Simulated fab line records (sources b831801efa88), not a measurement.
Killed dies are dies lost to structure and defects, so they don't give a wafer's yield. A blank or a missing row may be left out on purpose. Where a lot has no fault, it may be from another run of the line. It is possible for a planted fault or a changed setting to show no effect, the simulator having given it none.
A single fault, viewed from 2 desks ; flow gf180mcu ; each desk has only its own numbers; what lay behind them comes last

== METROLOGY DESK ==
Means of the sampled wafers that have a number, per lot and without regard to the tool the lot ran on: this is what the gauges read. If a lot's mean is further than 4 standard deviations from the usual mean, the lot is out of limits and carries the mark OUT (the distance appears in the brackets).
Columns: A = PSD_OVL at GF_PSD_OVL_MEAS_08, usual -0.5 nm; B = SAB_CVD_00_THK at GF_SAB_THK_MEAS_01, usual 50.0 nm; C = SALICIDE_TIN_RS at GF_SALICIDE_RS_MEAS_04, usual 16.3 ohm/sq; D = CONTACT_OVL at GF_CONTACT_OVL_MEAS_15, usual -2 nm
lot;first seen here;A;B;C;D
L288;day 14 08:53;-0.6;50.2;16.2;-2
L289;day 14 14:02;-0.9;50.5;16.1;-12
L290;day 14 21:05;-0.1;50.2;16.1;-1
L291;day 15 06:59;-0.6;49.3;16.3;-3
L293;day 16 01:41;-2.3;50.1;16.0;2
L295;day 16 18:53;268.8 (+99 or more) OUT;50.5;16.5;5
L299;day 18 00:02;268.4 (+99 or more) OUT;49.6;16.0;-15
L302;day 19 03:59;2.5;50.8;16.2;-0
L304;day 20 02:08;1.0;50.1;15.6;-5
L308;day 21 05:26;-1.5;49.7;16.4;3
This desk finds L295, L299 out of limits, with the earliest case on L295 at day 16 18:53 (PSD_OVL at GF_PSD_OVL_MEAS_08). In limits: L288, L289, L290, L291, L293, L302, L304, L308.

== AT THE TOOL OWNER'S DESK: iline_stepper-02 ==
The tool's own readings at GF_PSD_EXPOSE_04 (exposes mask Pplus, target cd 400 nm): means of the sampled wafers that have a number, for each lot that ran on this tool. If a lot's mean is further than 4 standard deviations from the usual mean, the lot is out of limits and carries the mark OUT (the distance appears in the brackets).
Columns: A = focus_offset_nm at GF_PSD_EXPOSE_04, usual 0.0 nm; B = reticle_temp_C at GF_PSD_EXPOSE_04, usual 22.97 C
lot;first seen here;A;B
L288;day 13 22:34;-0.3;22.94
L293;day 15 14:40;-0.3;22.81
L295;day 16 07:56;0.6;23.08
L299;day 17 12:29;-0.1;22.93
This desk's finding: nothing out of limits on any of the 4 lots.

== PUT TOGETHER ==
On L295, L299, the metrology desk was in a position to raise an alarm at day 16 18:53.
The tool owner's desk saw nothing out of limits.
The tool owner's desk has L295, L299 on record, within its limits.
All the named lots went through GF_PSD_EXPOSE_04 on iline_stepper-02.

== WHAT WAS PUT IN BY THE SIMULATOR ==
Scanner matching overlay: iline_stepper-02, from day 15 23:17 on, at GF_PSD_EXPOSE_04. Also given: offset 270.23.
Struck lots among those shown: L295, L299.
Per desk, hours elapsed from the start of the fault to the first reading out of limits: for the metrology desk, 20.
